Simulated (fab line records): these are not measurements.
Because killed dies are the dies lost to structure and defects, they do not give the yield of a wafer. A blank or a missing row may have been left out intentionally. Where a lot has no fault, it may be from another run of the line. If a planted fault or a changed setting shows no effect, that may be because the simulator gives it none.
A lot that was struck, set against a sound lot | flow sky130 | 17 steps out of a route of 708
Sound: the wafers L600.2, L600.4, L600.6. Struck: wafer L608.2. (L608.1, L608.6 of the same lot were not struck and are left out.) The cause comes at the end.
Order at every step that has rows: each side's tool, ch and its chambers, its first start. Under that, the readings that differ: sound wafers | struck wafers | difference of the means | sigmas: that difference in standard deviations of wafers without a fault.
alike: words and numbers the same on both sides, and readings whose means are apart by under 2 such deviations; not compared: readings that were withheld, readings missing a value for some wafer, numbers with overlapping values and no deviation given by the record, and bounds like >300 which may hide the same value.
The two part at a step that has a row with sigmas, a row that says differs or no value, or rows on one side only. When numbers do not overlap yet have no deviation, they are printed without sigmas and do not part them. Lack of a reading on every wafer of one side parts them only where that side has two or more wafers.

first, 2 steps without rows for these wafers: SKY_LOCAL_INTERCONNECT_PEB_09; SKY_LOCAL_INTERCONNECT_DEVELOP_10 (develop time 60 s).
SKY_LOCAL_INTERCONNECT_CD_MEAS_11: the cd target is 170 nm.
  sound on cd_sem-02 at day 31 15:37; struck on cd_sem-01 at day 34 08:54
  alike: cd_nm
SKY_LOCAL_INTERCONNECT_OVL_MEAS_12:
  sound on overlay-01 at day 31 15:43; struck on overlay-01 at day 34 09:01
  alike: LOCAL_INTERCONNECT_OVL
SKY_LOCAL_INTERCONNECT_ETCH_13: etches BARC in N2/H2, stops on SiO2, time 45.9 s, target depth 60 nm.
  sound on rie_metal-01 ch 0,1, day 31 15:45; struck on rie_metal-04 ch 1, day 34 09:03
  alike: drypump_motor_current_A, oes_product_au, rf_fwd_power_W, throttle_valve_pct
  not compared: rf_hours_counter_h
SKY_LOCAL_INTERCONNECT_METAL_ETCH_14: etches TiN in Cl2/BCl3, stops on PSG, target depth 110 nm, time 31.4 s.
  sound on rie_metal-01 ch 0,1, day 31 15:49; struck on rie_metal-04 ch 1, day 34 09:07
  alike: bcl3_flow_sccm, drypump_motor_current_A, oes_product_au, rf_fwd_power_W, throttle_valve_pct
  not compared: rf_hours_counter_h
SKY_LOCAL_INTERCONNECT_STRIP_15: strips in O2/N2.
  sound on plasma_asher-01 ch 0,1, day 31 15:52; struck on plasma_asher-03 ch 1, day 34 09:10
  alike: drypump_motor_current_A, oes_product_au, strip_time_to_endpoint_s
  not compared: rf_hours_counter_h
then, 3 steps without rows for these wafers: SKY_LOCAL_INTERCONNECT_STRIP_16 (strips in post etch residue remover, time 1200 s); SKY_LOCAL_INTERCONNECT_CLEAN_17 (cleans in IPA, time 180 s); SKY_LOCAL_INTERCONNECT_CLEAN_18 (cleans in O3/DIW).
SKY_CONTACT_CVD_00: deposits Si3N4, target thk 75 nm.
  sound on pecvd-02 ch 0,1,2, day 31 16:29; struck on pecvd-02 ch 0, day 34 09:46
  alike: heater_power_w, rf_fwd_power_W
SKY_CONTACT_THK_MEAS_01:
  sound on film_metro-04 at day 31 16:34; struck on film_metro-01 at day 34 09:47
  alike: CONTACT_CVD_00_THK
SKY_CONTACT_HDPCVD_02: deposits SiO2, target thk 565 nm, time 94.2 s.
  sound on hdpcvd-02 ch 1,2, day 31 16:37; struck on hdpcvd-02 ch 0, day 34 09:51
  reading                                     | sound             | struck | difference | sigmas
  model.SiO2_of_CONTACT_HDPCVD_02.thk_nm (nm) | 556.9 555.9 557.8 | 960.6  | +403.7     |
SKY_CONTACT_THK_MEAS_03:
  sound on film_metro-04 at day 31 16:42; struck on film_metro-04 at day 34 09:55
  reading                 | sound       | struck | difference | sigmas
  CONTACT_HDPCVD_THK (nm) | 557 556 558 | 960    | +403       | +47
SKY_CONTACT_CMP_04: polishes SiO2.
  sound on cmp-02 ch 1,2, day 31 16:45; struck on cmp-02 ch 2, day 34 09:59
  reading                | sound    | struck | difference | sigmas
  time_to_endpoint_s (s) | 86 81 81 | 234    | +151       | +28
  alike: motor_current_A
SKY_CONTACT_BOW_MEAS_05:
  sound on film_metro-02 at day 31 17:04; struck on film_metro-04 at day 34 10:17
  alike: CONTACT_BOW
following that, these wafers have no rows for 1 step: SKY_PAD_OPEN_PROBE_99.

## WHERE THEY PART
Earliest at SKY_CONTACT_THK_MEAS_03; latest, in this record, at SKY_CONTACT_CMP_04. Later steps at which nothing parts them and some readings are alike: SKY_CONTACT_BOW_MEAS_05.

WHY: what had been put in by the simulator
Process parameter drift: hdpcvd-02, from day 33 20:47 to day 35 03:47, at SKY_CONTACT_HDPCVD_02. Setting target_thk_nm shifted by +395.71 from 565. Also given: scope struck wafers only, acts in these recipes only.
